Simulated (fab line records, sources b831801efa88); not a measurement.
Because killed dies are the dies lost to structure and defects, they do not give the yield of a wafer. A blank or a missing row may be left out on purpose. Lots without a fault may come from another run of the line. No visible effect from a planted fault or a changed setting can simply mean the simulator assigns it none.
Check of tool commonality | flow sky130 | Lots sampled 11, wafers sampled 36

## WHAT PROMPTED THE OPENING
SKY_POLY_GATE_THK_MEAS_01, reading POLY_GATE_CVD_00_THK: flagged on 1 of 11 lots. Wafers without a fault read 181.1 nm, standard deviation 1.5.
Rule: a lot is flagged in two cases, either no wafer of it has a number, or all its wafers with numbers fall more than 4 standard deviations from that mean. The rest of the lots are taken to be sound.

lot  | measured     | on            | POLY_GATE_CVD_00_THK (nm), wafer by wafer | flag
L397 | day 14 22:01 | film metro-04 | 182.6 182.6 182.2                         |
L398 | day 15 01:02 | film metro-03 | 182.7 182.1 181.1                         |
L399 | day 15 06:40 | film metro-03 | 182.2 183.5 182.1                         |
L400 | day 15 19:20 | film metro-04 | 181.5 181.2 181.7                         |
L402 | day 16 12:07 | film metro-02 | 180.3 179.5 180.3                         |
L403 | day 16 18:49 | film metro-02 | 138.7 139.4 139.4 138.7 139.2 139.4       | FLAGGED
L412 | day 20 14:10 | film metro-03 | 180.6 183.3 183.1                         |
L414 | day 20 19:10 | film metro-03 | 182.6 182.5 182.0                         |
L417 | day 22 01:56 | film metro-03 | 182.3 183.5 183.1                         |
L416 | day 22 03:11 | film metro-02 | 182.6 180.2 181.9                         |
L418 | day 22 09:35 | film metro-03 | 183.7 183.1 182.5                         |
The mean of the flagged lots' numbers is 139.1 nm, -42.0 nm from the usual (-28 standard deviations).

## LOT BY LOT: THE TOOL USED
The record holds 2 process steps before the reading, out of a route of 708 steps. Read each cell as the tool, then ch plus the chambers that the sampled wafers visited, then the start.
lot  | flag    | SKY_VT_ADJUST_HVTR_STRIP_10          | SKY_POLY_GATE_CVD_00
L397 |         | plasma asher-03 ch 0,1, day 10 06:20 | lpcvd-01 ch 0, day 14 20:12
L398 |         | plasma asher-04 ch 1, day 10 10:50   | lpcvd-01 ch 1, day 14 23:14
L399 |         | plasma asher-02 ch 0,1, day 10 16:29 | lpcvd-01 ch 1, day 15 04:52
L400 |         | plasma asher-02 ch 0,1, day 11 01:02 | lpcvd-01 ch 0, day 15 18:08
L402 |         | plasma asher-03 ch 0,1, day 11 18:10 | lpcvd-01 ch 1, day 16 10:55
L403 | FLAGGED | plasma asher-04 ch 0,1, day 11 22:51 | lpcvd-01 ch 1, day 16 17:36
L412 |         | plasma asher-03 ch 0,1, day 14 17:25 | lpcvd-01 ch 0, day 20 12:58
L414 |         | plasma asher-04 ch 0,1, day 15 08:50 | lpcvd-01 ch 1, day 20 17:58
L417 |         | plasma asher-02 ch 0,1, day 16 16:53 | lpcvd-01 ch 0, day 22 00:43
L416 |         | plasma asher-03 ch 0,1, day 15 20:07 | lpcvd-01 ch 0, day 22 01:58
L418 |         | plasma asher-03 ch 0,1, day 16 19:11 | lpcvd-01 ch 0, day 22 08:23
These steps, and what they do:
- SKY_VT_ADJUST_HVTR_STRIP_10: strips in O2/N2.
- SKY_POLY_GATE_CVD_00: deposits poly-Si, target thk 180 nm, time 720 s.
- SKY_POLY_GATE_THK_MEAS_01

## FLAGGED OVER TOTAL, TOOL BY TOOL (the gauges that took the reading come last)
step                        | tool            | lots run | flagged | share of the flagged lots | sound lots run after its first flagged lot
SKY_VT_ADJUST_HVTR_STRIP_10 | plasma asher-02 | 3        | 0       | none                      | -
SKY_VT_ADJUST_HVTR_STRIP_10 | plasma asher-03 | 5        | 0       | none                      | -
SKY_VT_ADJUST_HVTR_STRIP_10 | plasma asher-04 | 3        | 1       | all                       | 1 (L414)
SKY_POLY_GATE_CVD_00        | lpcvd-01        | 11       | 1       | all                       | 5 (L412,L414,L417,L416,L418)
SKY_POLY_GATE_THK_MEAS_01   | film metro-02   | 3        | 1       | all                       | 1 (L416)
SKY_POLY_GATE_THK_MEAS_01   | film metro-03   | 6        | 0       | none                      | -
SKY_POLY_GATE_THK_MEAS_01   | film metro-04   | 2        | 0       | none                      | -

## WHAT THE TABLE ALLOWS
In the table, 3 rows ran each flagged lot (plasma asher-04 at SKY_VT_ADJUST_HVTR_STRIP_10; lpcvd-01 at SKY_POLY_GATE_CVD_00; film metro-02 at SKY_POLY_GATE_THK_MEAS_01).
- plasma asher-04 at SKY_VT_ADJUST_HVTR_STRIP_10: 1 of its 3 lots flagged. Sound lots followed the first flagged one (L414) on it, something a lasting fault affecting the whole tool could not allow.
- lpcvd-01 at SKY_POLY_GATE_CVD_00: 1 of its 11 lots flagged. Sound lots followed the first flagged one (L412, L414, L417, L416, L418) on it, something a lasting fault affecting the whole tool could not allow.
- film metro-02 at SKY_POLY_GATE_THK_MEAS_01: 1 of its 3 lots flagged. Sound lots followed the first flagged one (L416) on it, something a lasting fault affecting the whole tool could not allow.
Every row of the table either missed a flagged lot or ran a sound lot after the first.

## WHAT THE SIMULATOR HAD PUT IN
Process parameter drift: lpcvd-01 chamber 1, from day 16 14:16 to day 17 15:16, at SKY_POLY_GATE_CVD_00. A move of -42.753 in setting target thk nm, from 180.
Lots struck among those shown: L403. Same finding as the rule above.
